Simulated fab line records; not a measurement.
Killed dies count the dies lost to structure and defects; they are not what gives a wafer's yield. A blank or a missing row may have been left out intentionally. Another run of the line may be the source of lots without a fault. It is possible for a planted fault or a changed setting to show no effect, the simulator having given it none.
Commonality check across tools :: flow gf180mcu :: Lots sampled 12, wafers sampled 36

REASON IT WAS OPENED
At GF_V2_RS_MEAS_24 the reading V2_W_RS is flagged on 2 of 12 lots. No-fault wafers: 0.328 ohm/sq, standard deviation 0.0048.
Rule: a lot is flagged in two cases, either no wafer of it has a number, or all its wafers with numbers fall more than 4 standard deviations from that mean. The other lots count as sound.

lot: L557
measured: day 20 20:53
on: film_metro-03
V2_W_RS (ohm/sq), wafer by wafer: 0.334 0.336 0.331
flag: 

lot: L558
measured: day 21 11:45
on: film_metro-03
V2_W_RS (ohm/sq), wafer by wafer: 0.328 0.323 0.328
flag: 

lot: L559
measured: day 21 21:08
on: film_metro-03
V2_W_RS (ohm/sq), wafer by wafer: 0.325 0.328 0.319
flag: 

lot: L560
measured: day 22 01:16
on: film_metro-03
V2_W_RS (ohm/sq), wafer by wafer: 0.327 0.322 0.326
flag: 

lot: L561
measured: day 22 21:38
on: film_metro-01
V2_W_RS (ohm/sq), wafer by wafer: 0.296 0.298 0.297
flag: FLAGGED

lot: L563
measured: day 23 05:45
on: film_metro-03
V2_W_RS (ohm/sq), wafer by wafer: 0.296 0.297 0.292
flag: FLAGGED

lot: L571
measured: day 25 19:29
on: film_metro-02
V2_W_RS (ohm/sq), wafer by wafer: 0.325 0.327 0.331
flag: 

lot: L573
measured: day 26 10:49
on: film_metro-03
V2_W_RS (ohm/sq), wafer by wafer: 0.321 0.324 0.324
flag: 

lot: L574
measured: day 26 19:51
on: film_metro-02
V2_W_RS (ohm/sq), wafer by wafer: 0.322 0.324 0.325
flag: 

lot: L575
measured: day 27 01:59
on: film_metro-01
V2_W_RS (ohm/sq), wafer by wafer: 0.322 0.326 0.324
flag: 

lot: L578
measured: day 27 22:30
on: film_metro-02
V2_W_RS (ohm/sq), wafer by wafer: 0.322 0.324 0.327
flag: 

lot: L579
measured: day 28 05:34
on: film_metro-01
V2_W_RS (ohm/sq), wafer by wafer: 0.327 0.326 0.327
flag: 
Average over the flagged lots: 0.296 ohm/sq; offset from the usual -0.032 ohm/sq, equal to -7 standard deviations.

LOT BY LOT: THE TOOL USED
2 process steps preceding the reading are held in the record, out of 602 steps in the route. Every cell lists first the tool, next ch and the chambers used by the sampled wafers, and last the start.
lot: L557
flag: 
GF_V2_SPUTTER_22: pvd_sputter-01, day 20 20:44
GF_V2_CVD_23: cvd_w-02 ch 0,1, day 20 20:46

lot: L558
flag: 
GF_V2_SPUTTER_22: pvd_sputter-02, day 21 11:35
GF_V2_CVD_23: cvd_w-01 ch 0,1, day 21 11:37

lot: L559
flag: 
GF_V2_SPUTTER_22: pvd_sputter-01, day 21 20:59
GF_V2_CVD_23: cvd_w-01 ch 0,1, day 21 21:01

lot: L560
flag: 
GF_V2_SPUTTER_22: pvd_sputter-02, day 22 01:04
GF_V2_CVD_23: cvd_w-01 ch 0,1, day 22 01:08

lot: L561
flag: FLAGGED
GF_V2_SPUTTER_22: pvd_sputter-01, day 22 21:29
GF_V2_CVD_23: cvd_w-01 ch 0,1, day 22 21:31

lot: L563
flag: FLAGGED
GF_V2_SPUTTER_22: pvd_sputter-03, day 23 05:36
GF_V2_CVD_23: cvd_w-01 ch 0,1, day 23 05:38

lot: L571
flag: 
GF_V2_SPUTTER_22: pvd_sputter-01, day 25 19:19
GF_V2_CVD_23: cvd_w-02 ch 0,1, day 25 19:22

lot: L573
flag: 
GF_V2_SPUTTER_22: pvd_sputter-03, day 26 10:40
GF_V2_CVD_23: cvd_w-01 ch 0,1, day 26 10:42

lot: L574
flag: 
GF_V2_SPUTTER_22: pvd_sputter-02, day 26 19:40
GF_V2_CVD_23: cvd_w-01 ch 0,1, day 26 19:44

lot: L575
flag: 
GF_V2_SPUTTER_22: pvd_sputter-01, day 27 01:50
GF_V2_CVD_23: cvd_w-01 ch 0,1, day 27 01:53

lot: L578
flag: 
GF_V2_SPUTTER_22: pvd_sputter-01, day 27 22:21
GF_V2_CVD_23: cvd_w-01 ch 0,1, day 27 22:23

lot: L579
flag: 
GF_V2_SPUTTER_22: pvd_sputter-01, day 28 05:22
GF_V2_CVD_23: cvd_w-01 ch 0,1, day 28 05:26
What is done by these steps:
- GF_V2_SPUTTER_22: material TiN, target thk 10 nm, time 40 s.
- GF_V2_CVD_23: deposits W, target thk 350 nm, time 104.94 s.
- GF_V2_RS_MEAS_24: measures by four-point-probe.

FLAGGED OVER TOTAL, TOOL BY TOOL (the gauges that took the reading come last)
step: GF_V2_SPUTTER_22
tool: pvd_sputter-01
lots run: 7
flagged: 1
share of the flagged lots: some
sound lots run after its first flagged lot: 4 (L571,L575,L578,L579)

step: GF_V2_SPUTTER_22
tool: pvd_sputter-02
lots run: 3
flagged: 0
share of the flagged lots: none
sound lots run after its first flagged lot: -

step: GF_V2_SPUTTER_22
tool: pvd_sputter-03
lots run: 2
flagged: 1
share of the flagged lots: some
sound lots run after its first flagged lot: 1 (L573)

step: GF_V2_CVD_23
tool: cvd_w-01
lots run: 10
flagged: 2
share of the flagged lots: all
sound lots run after its first flagged lot: 5 (L573,L574,L575,L578,L579)

step: GF_V2_CVD_23
tool: cvd_w-02
lots run: 2
flagged: 0
share of the flagged lots: none
sound lots run after its first flagged lot: -

step: GF_V2_RS_MEAS_24
tool: film_metro-01
lots run: 3
flagged: 1
share of the flagged lots: some
sound lots run after its first flagged lot: 2 (L575,L579)

step: GF_V2_RS_MEAS_24
tool: film_metro-02
lots run: 3
flagged: 0
share of the flagged lots: none
sound lots run after its first flagged lot: -

step: GF_V2_RS_MEAS_24
tool: film_metro-03
lots run: 6
flagged: 1
share of the flagged lots: some
sound lots run after its first flagged lot: 1 (L573)

WHAT THE TABLE PERMITS
All flagged lots share 1 row of the table, namely cvd_w-01 at GF_V2_CVD_23.
- cvd_w-01 at GF_V2_CVD_23: 2 of its 10 lots flagged. Sound lots followed the first flagged one (L573, L574, L575, L578, L579) on it, something a lasting fault affecting the whole tool could not allow.
There is no row in the table that ran each flagged lot and no sound lot after the first.

WHAT THE SIMULATOR PUT IN
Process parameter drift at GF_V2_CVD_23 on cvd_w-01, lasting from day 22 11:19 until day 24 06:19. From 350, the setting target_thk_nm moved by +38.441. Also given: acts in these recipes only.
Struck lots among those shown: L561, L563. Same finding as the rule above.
